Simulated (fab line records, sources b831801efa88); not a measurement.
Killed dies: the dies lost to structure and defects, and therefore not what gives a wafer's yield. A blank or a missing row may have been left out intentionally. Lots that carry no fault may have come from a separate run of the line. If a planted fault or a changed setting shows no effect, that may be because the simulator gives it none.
Split-lot experiment :: flow sfqLine :: on a route of 325 steps: 5 lots, 23 wafers read

THE SPLIT
At SFQ_TRILAYER_I1_CMP_CMP_046 (polishes SiO2), the setting leaveAboveRefNm was moved away from the recipe's 200 nm on 9 of the 23 wafers read, by -7.0% to +4.5%. For the rest of the wafers, this setting stayed at what the recipe calls for.

FROM THE SPLIT TO THE READING: what the file shows between them, 3 steps
- SFQ_TRILAYER_I1_METRO_MEASURE_047
- SFQ_TRILAYER_I1_VIA_LITHO_COAT_049: resist thk 650 nm (also split here: resistThkNm)
- SFQ_TRILAYER_I1_VIA_BARC_OPEN_VIA_ETCH_071: etches BARC in O2, target depth 125 nm, time 41.7 s (also split here: timeS)

THE READING
oesProductAu, in a.u., at SFQ_TRILAYER_I1_VIA_ETCH_VIA_ETCH_052 (etches SiO2 in CHF3, stops on Nb, target depth 260 nm). Fault-free wafers of this fab line usually give 0.856 a.u., standard deviation 0.0049 a.u.

wafer: L076.1
tool, chamber at the split: cmp-01, 0
leaveAboveRefNm as run, nm: 200
against the recipe: recipe
oesProductAu, a.u.: 0.855
against lot-mates on the recipe: -

wafer: L076.2
tool, chamber at the split: cmp-01, 1
leaveAboveRefNm as run, nm: 209
against the recipe: +4.5%
oesProductAu, a.u.: 0.874
against lot-mates on the recipe: +0.019

wafer: L076.3
tool, chamber at the split: cmp-01, 3
leaveAboveRefNm as run, nm: 200
against the recipe: recipe
oesProductAu, a.u.: 0.856
against lot-mates on the recipe: -

wafer: L076.5
tool, chamber at the split: cmp-01, 1
leaveAboveRefNm as run, nm: 209
against the recipe: +4.5%
oesProductAu, a.u.: 0.870
against lot-mates on the recipe: +0.015

wafer: L076.6
tool, chamber at the split: cmp-01, 0
leaveAboveRefNm as run, nm: 209
against the recipe: +4.5%
oesProductAu, a.u.: 0.879
against lot-mates on the recipe: +0.024

wafer: L077.1
tool, chamber at the split: cmp-01, 1
leaveAboveRefNm as run, nm: 190.8
against the recipe: -4.6%
oesProductAu, a.u.: 0.826
against lot-mates on the recipe: -0.032

wafer: L077.3
tool, chamber at the split: cmp-01, 2
leaveAboveRefNm as run, nm: 190.8
against the recipe: -4.6%
oesProductAu, a.u.: 0.839
against lot-mates on the recipe: -0.019

wafer: L077.4
tool, chamber at the split: cmp-01, 3
leaveAboveRefNm as run, nm: 190.8
against the recipe: -4.6%
oesProductAu, a.u.: 0.840
against lot-mates on the recipe: -0.018

wafer: L077.5
tool, chamber at the split: cmp-01, 1
leaveAboveRefNm as run, nm: 200
against the recipe: recipe
oesProductAu, a.u.: 0.852
against lot-mates on the recipe: -

wafer: L077.6
tool, chamber at the split: cmp-01, 0
leaveAboveRefNm as run, nm: 200
against the recipe: recipe
oesProductAu, a.u.: 0.864
against lot-mates on the recipe: -

wafer: L079.1
tool, chamber at the split: cmp-01, 0
leaveAboveRefNm as run, nm: 200
against the recipe: recipe
oesProductAu, a.u.: 0.858
against lot-mates on the recipe: -

wafer: L079.3
tool, chamber at the split: cmp-01, 1
leaveAboveRefNm as run, nm: 200
against the recipe: recipe
oesProductAu, a.u.: 0.858
against lot-mates on the recipe: -

wafer: L079.4
tool, chamber at the split: cmp-01, 2
leaveAboveRefNm as run, nm: 186.1
against the recipe: -7.0%
oesProductAu, a.u.: 0.830
against lot-mates on the recipe: -0.028

wafer: L079.5
tool, chamber at the split: cmp-01, 0
leaveAboveRefNm as run, nm: 186.1
against the recipe: -7.0%
oesProductAu, a.u.: 0.829
against lot-mates on the recipe: -0.029

wafer: L079.6
tool, chamber at the split: cmp-01, 3
leaveAboveRefNm as run, nm: 186.1
against the recipe: -7.0%
oesProductAu, a.u.: 0.831
against lot-mates on the recipe: -0.027

wafer: L081.1
tool, chamber at the split: cmp-02, 1
leaveAboveRefNm as run, nm: 200
against the recipe: recipe
oesProductAu, a.u.: 0.857
against lot-mates on the recipe: -

wafer: L081.3
tool, chamber at the split: cmp-02, 0
leaveAboveRefNm as run, nm: 200
against the recipe: recipe
oesProductAu, a.u.: 0.854
against lot-mates on the recipe: -

wafer: L081.4
tool, chamber at the split: cmp-02, 2
leaveAboveRefNm as run, nm: 200
against the recipe: recipe
oesProductAu, a.u.: 0.860
against lot-mates on the recipe: -

wafer: L083.1
tool, chamber at the split: cmp-01, 2
leaveAboveRefNm as run, nm: 200
against the recipe: recipe
oesProductAu, a.u.: 0.857
against lot-mates on the recipe: -

wafer: L083.2
tool, chamber at the split: cmp-01, 1
leaveAboveRefNm as run, nm: 200
against the recipe: recipe
oesProductAu, a.u.: 0.855
against lot-mates on the recipe: -

wafer: L083.3
tool, chamber at the split: cmp-01, 0
leaveAboveRefNm as run, nm: 200
against the recipe: recipe
oesProductAu, a.u.: 0.851
against lot-mates on the recipe: -

wafer: L083.4
tool, chamber at the split: cmp-01, 3
leaveAboveRefNm as run, nm: 200
against the recipe: recipe
oesProductAu, a.u.: 0.867
against lot-mates on the recipe: -

wafer: L083.6
tool, chamber at the split: cmp-01, 3
leaveAboveRefNm as run, nm: 200
against the recipe: recipe
oesProductAu, a.u.: 0.857
against lot-mates on the recipe: -

THE FIT
A straight line over all 23 wafers: oesProductAu changes by +0.00407 a.u. for each +1% of leaveAboveRefNm; r = +0.95; the points scatter about the line by 0.0046 a.u.
The same after taking each lot's own level away (the mean of its wafers on the recipe; 23 wafers): +0.00427 a.u. for each +1%; r = +0.96; scatter 0.0046 a.u.
Per that fit: largest leaveAboveRefNm move, reading shift of 0.03 a.u.
Measured against the standard deviation above, the lots' own levels, which go from 0.8555 to 0.8580 a.u., span 0.5 times it.
The two slopes are in agreement: the lot-to-lot level therefore moves the slope only a little.
Check: -0.0304 a.u. against its lot-mates is what the line predicts for one of the wafers moved furthest among these (-7.0%) when that wafer is left out of the fit. It came out at -0.028 a.u. against them.

OTHER SPLITS ON THESE WAFERS
Note: prior to the reading, these wafers also went through further splits. Each is held against what the fit with the lots' levels taken away leaves over:
other split on the same wafers: SFQ_TRILAYER_M1_LITHO_COAT_039 resistThkNm
wafers away from the commonest value: 7
r with oesProductAu (lot level and that fit taken away): -0.20

other split on the same wafers: SFQ_TRILAYER_I1_VIA_LITHO_COAT_049 resistThkNm
wafers away from the commonest value: 5
r with oesProductAu (lot level and that fit taken away): +0.25

other split on the same wafers: SFQ_TRILAYER_I1_VIA_BARC_OPEN_VIA_ETCH_071 timeS
wafers away from the commonest value: 6
r with oesProductAu (lot level and that fit taken away): -0.10

THE WHOLE CHAIN: every reading that the file lists as answering this split, in the file's order
step: SFQ_TRILAYER_I1_CMP_CMP_046
what it does: polishes SiO2
reading: SiO2_of_TRILAYER_I1_DEP_PECVD_045.thkNm (the simulator's own value, which no gauge read)
change (the file's fit): +1.86 nm for each +1% of the setting
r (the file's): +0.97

step: SFQ_TRILAYER_I1_METRO_MEASURE_047
what it does: 
reading: thkNm
change (the file's fit): +1.86 nm for each +1% of the setting
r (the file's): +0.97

step: SFQ_TRILAYER_I1_VIA_ETCH_VIA_ETCH_052
what it does: etches SiO2 in CHF3, stops on Nb, target depth 260 nm
reading: oesProductAu
change (the file's fit): +0.00429 a.u. for each +1% of the setting
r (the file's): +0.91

step: SFQ_TRILAYER_I1_VIA_ETCH_VIA_ETCH_052
what it does: etches SiO2 in CHF3, stops on Nb, target depth 260 nm
reading: I1.featureDepthNm (the simulator's own value, which no gauge read)
change (the file's fit): +1.87 nm for each +1% of the setting
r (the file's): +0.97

step: SFQ_TRILAYER_I1_VIA_ETCH_VIA_ETCH_052
what it does: etches SiO2 in CHF3, stops on Nb, target depth 260 nm
reading: etch.depthNm (the simulator's own value, which no gauge read)
change (the file's fit): +1.66 nm for each +1% of the setting
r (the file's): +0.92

THE FILE'S OWN FIT
oesProductAu changes by +0.00429 a.u. for each +1% of leaveAboveRefNm, r = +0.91.
